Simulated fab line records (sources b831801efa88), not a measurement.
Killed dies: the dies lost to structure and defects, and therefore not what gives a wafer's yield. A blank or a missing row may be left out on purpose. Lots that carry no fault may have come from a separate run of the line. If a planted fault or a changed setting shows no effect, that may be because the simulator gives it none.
The tool behind it: which one? / flow sky130 / 6 lots, 18 wafers sampled, at 2 steps of a route of 708

== WHAT THE GAUGES READ, wafer by wafer ==
SKY_NWELL_TW_MEAS_26.
lot=L371; measured=day 5 17:46; on=film_metro-04; NWELL_2_TW=495.7 494.8 493.7
lot=L375; measured=day 6 18:49; on=film_metro-03; NWELL_2_TW=499.5 497.5 497.4
lot=L378; measured=day 7 08:32; on=film_metro-03; NWELL_2_TW=493.5 493.2 493.1
lot=L385; measured=day 8 21:52; on=film_metro-04; NWELL_2_TW=759.0 756.6 759.1
lot=L387; measured=day 10 08:46; on=film_metro-01; NWELL_2_TW=498.0 494.6 494.4
lot=L390; measured=day 10 21:31; on=film_metro-03; NWELL_2_TW=493.1 496.0 495.4

== WHICH TOOL RAN EACH LOT (tool, then ch and the chambers of the sampled wafers, then the start) ==
lot=L371; SKY_NWELL_IMPLANT_24=implanter-04 ch 0, day 5 17:31
lot=L375; SKY_NWELL_IMPLANT_24=implanter-04 ch 0, day 6 18:36
lot=L378; SKY_NWELL_IMPLANT_24=implanter-03 ch 0, day 7 08:19
lot=L385; SKY_NWELL_IMPLANT_24=implanter-03 ch 0, day 8 21:37
lot=L387; SKY_NWELL_IMPLANT_24=implanter-04 ch 0, day 10 08:31
lot=L390; SKY_NWELL_IMPLANT_24=implanter-04 ch 0, day 10 21:17
- SKY_NWELL_IMPLANT_24

== THE ANSWER, worked out from the rows above alone ==
Rule: what is usual is taken from the lots themselves. The widest of any qualifying gaps counts: lots, ordered by their means at a reading, are off when they make up no more than a third of the lots, leave a main group of 4 or more, and stand apart from it by 3 or more times the standard deviation of that group's means. The tables above print the reading to a certain number of digits; a main group whose means all agree to those digits is not used. Also off: a lot with no number at a reading for which 4 or more lots have one. All remaining lots with rows at the step are treated as sound.
Off: L385, at SKY_NWELL_TW_MEAS_26 (NWELL_2_TW). The main group has a mean of 495.3 with a standard deviation of 1.6.
If a tool, at a process step before that reading, ran all the lots that are off and no sound lot after the first of them, it fits. The gauges at SKY_NWELL_TW_MEAS_26 are tried like those tools. Can't be told from this: 2 tools fit, implanter-03 at SKY_NWELL_IMPLANT_24, film_metro-04 at SKY_NWELL_TW_MEAS_26.

== WHAT HAD BEEN PUT IN BY THE SIMULATOR ==
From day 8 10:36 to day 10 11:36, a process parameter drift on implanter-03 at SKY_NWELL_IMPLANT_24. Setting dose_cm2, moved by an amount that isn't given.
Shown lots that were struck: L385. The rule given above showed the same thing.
